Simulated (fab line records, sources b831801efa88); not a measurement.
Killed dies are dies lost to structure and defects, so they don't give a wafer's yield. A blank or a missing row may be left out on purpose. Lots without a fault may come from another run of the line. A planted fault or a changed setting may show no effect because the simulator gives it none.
Which tool did it? | flow gf180mcu | 6 lots, 17 wafers sampled, at 4 steps of a route of 602

WHAT THE GAUGES READ, wafer by wafer
GF_VT_IMPLANT_RS_MEAS_49: measures by four-point-probe.
lot  | measured     | on            | MVPSD_RS (ohm/sq)
L915 | day 8 12:55  | film_metro-03 | 1171.1 1171.4 1170.5
L917 | day 8 21:46  | film_metro-04 | 1165.9 1169.4 1168.7
L919 | day 9 07:34  | film_metro-04 | 1167.2 1170.2 1170.2
L921 | day 10 00:46 | film_metro-01 | 1168.8 1167.2 1168.9
L923 | day 10 10:37 | film_metro-01 | 1166.9 1168.8 1166.0
L928 | day 11 18:16 | film_metro-01 | 1187.4 1186.4

WHICH TOOL RAN EACH LOT (tool, then ch and the chambers of the sampled wafers, then the start)
lot  | GF_MVPSD_IMPLANT_09            | GF_MVPSD_STRIP_10                   | GF_VT_IMPLANT_STRIP_42
L915 | implanter-01 ch 0, day 5 19:21 | plasma_asher-01 ch 0,1, day 5 19:30 | plasma_asher-04 ch 0,1, day 8 12:14
L917 | implanter-03 ch 0, day 6 04:09 | plasma_asher-03 ch 0,1, day 6 04:18 | plasma_asher-03 ch 0,1, day 8 21:05
L919 | implanter-01 ch 0, day 6 12:15 | plasma_asher-03 ch 0,1, day 6 12:24 | plasma_asher-04 ch 0,1, day 9 06:53
L921 | implanter-03 ch 0, day 7 04:07 | plasma_asher-02 ch 0,1, day 7 04:13 | plasma_asher-04 ch 0,1, day 9 23:58
L923 | implanter-01 ch 0, day 7 12:57 | plasma_asher-03 ch 0,1, day 7 13:05 | plasma_asher-02 ch 0,1, day 10 09:56
L928 | implanter-01 ch 0, day 8 18:27 | plasma_asher-03 ch 0,1, day 8 18:36 | plasma_asher-03 ch 0,1, day 11 17:35
- GF_MVPSD_IMPLANT_09
- GF_MVPSD_STRIP_10: strips in O2/N2.
- GF_VT_IMPLANT_STRIP_42: strips in O2/N2.

THE ANSWER, worked out from the rows above alone
Rule: what is usual is taken from the lots themselves. Put in order of their means at a reading, lots are off if they are a third of the lots or fewer, leave a main group of 4 or more, and stand apart from it by a gap of 3 or more times the standard deviation of the main group's means; of several such gaps the widest counts. A main group whose means are all the same, to the digits that the tables above print for the reading, isn't used. A lot without any number at a reading at which 4 lots or more have one is off too. The other lots that the step has rows for count as sound.
Off: L928, at GF_VT_IMPLANT_RS_MEAS_49 (MVPSD_RS). The main group: mean 1168.7 ohm/sq, standard deviation 1.3.
A tool fits if, at a process step before that reading, it ran every lot that is off, and no sound lot after the first of them. The gauges at GF_VT_IMPLANT_RS_MEAS_49 are tried like those tools. Can't be told from this: 3 tools fit, implanter-01 at GF_MVPSD_IMPLANT_09, plasma_asher-03 at GF_MVPSD_STRIP_10 and GF_VT_IMPLANT_STRIP_42, film_metro-01 at GF_VT_IMPLANT_RS_MEAS_49.

WHAT THE SIMULATOR HAD PUT IN
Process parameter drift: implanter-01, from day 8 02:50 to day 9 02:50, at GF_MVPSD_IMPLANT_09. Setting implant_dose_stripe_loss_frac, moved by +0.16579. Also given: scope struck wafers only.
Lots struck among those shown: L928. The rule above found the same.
